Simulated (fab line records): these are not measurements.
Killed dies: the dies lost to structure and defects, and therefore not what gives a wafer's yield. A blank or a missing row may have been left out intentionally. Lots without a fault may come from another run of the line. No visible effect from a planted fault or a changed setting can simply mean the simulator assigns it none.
The tool behind it: which one? ; flow sky130 ; 33 wafers from 11 lots sampled at 3 of the route's 708 steps

## WHAT THE GAUGES SHOWED, per wafer
SKY_VIA4_THK_MEAS_01.
lot;measured;on;VIA4_HDPCVD_THK (nm)
L862;day 41 20:45;filmMetro-02;1720 1743 1758
L863;day 42 06:56;filmMetro-01;1759 1729 1748
L864;day 42 14:59;filmMetro-02;1737 1786 1734
L868;day 43 17:31;filmMetro-04;1595 1580 1575
L869;day 43 22:03;filmMetro-02;1594 1586 1598
L875;day 45 17:47;filmMetro-04;1728 1744 1732
L879;day 46 23:05;filmMetro-04;1745 1731 1730
L881;day 47 00:01;filmMetro-02;1742 1755 1732
L883;day 47 14:20;filmMetro-04;1759 1731 1731
L884;day 47 15:37;filmMetro-02;1741 1756 1764
L885;day 48 02:50;filmMetro-01;1748 1711 1726

## TOOL THAT RAN EACH LOT (tool first, then ch and the chambers of the sampled wafers, then the start)
lot;SKY_CAP2M_STRIP_14;SKY_VIA4_HDPCVD_00
L862;plasmaAsher-04 ch 0, day 40 19:00;hdpcvd-01 ch 0,1, day 41 20:34
L863;plasmaAsher-02 ch 0,1, day 41 05:09;hdpcvd-01 ch 0,1,2, day 42 06:45
L864;plasmaAsher-04 ch 0,1, day 41 12:33;hdpcvd-01 ch 0,1,2, day 42 14:48
L868;plasmaAsher-04 ch 0,1, day 42 16:06;hdpcvd-01 ch 0,1,2, day 43 17:20
L869;plasmaAsher-03 ch 0,1, day 42 21:25;hdpcvd-01 ch 0,1,2, day 43 21:52
L875;plasmaAsher-03 ch 0, day 44 18:04;hdpcvd-02 ch 0,2, day 45 17:35
L879;plasmaAsher-02 ch 0,1, day 46 00:47;hdpcvd-01 ch 0,1,2, day 46 22:53
L881;plasmaAsher-03 ch 0,1, day 46 01:50;hdpcvd-01 ch 0,2, day 46 23:49
L883;plasmaAsher-04 ch 0,1, day 46 16:34;hdpcvd-01 ch 0,1,2, day 47 14:08
L884;plasmaAsher-04 ch 1, day 46 17:30;hdpcvd-01 ch 1,2, day 47 15:25
L885;plasmaAsher-03 ch 0,1, day 47 05:16;hdpcvd-01 ch 0,1, day 48 02:39
- SKY_CAP2M_STRIP_14: strips in O2/N2.
- SKY_VIA4_HDPCVD_00: deposits SiO2, target thk 1750 nm, time 291.7 s.

## THE ANSWER, worked out from the rows above alone
Rule: the lots themselves supply what counts as usual. Put in order of their means at a reading, lots are off if they are a third of the lots or fewer, leave a main group of 4 or more, and stand apart from it by a gap of 3 or more times the standard deviation of the main group's means; of several such gaps the widest counts. If all means in a main group match to the digits the tables above print for the reading, that group is not used. Also off: a lot with no number at a reading for which 4 or more lots have one. All remaining lots with rows at the step are treated as sound.
Off: L868, L869, at SKY_VIA4_THK_MEAS_01 (VIA4_HDPCVD_THK). Mean 1741 nm and standard deviation 7.8 in the main group.
If a tool, at a process step before that reading, ran all the lots that are off and no sound lot after the first of them, it fits. The gauges at SKY_VIA4_THK_MEAS_01 are tried like those tools. No candidate that was tried fits.

## WHAT HAD BEEN PUT IN BY THE SIMULATOR
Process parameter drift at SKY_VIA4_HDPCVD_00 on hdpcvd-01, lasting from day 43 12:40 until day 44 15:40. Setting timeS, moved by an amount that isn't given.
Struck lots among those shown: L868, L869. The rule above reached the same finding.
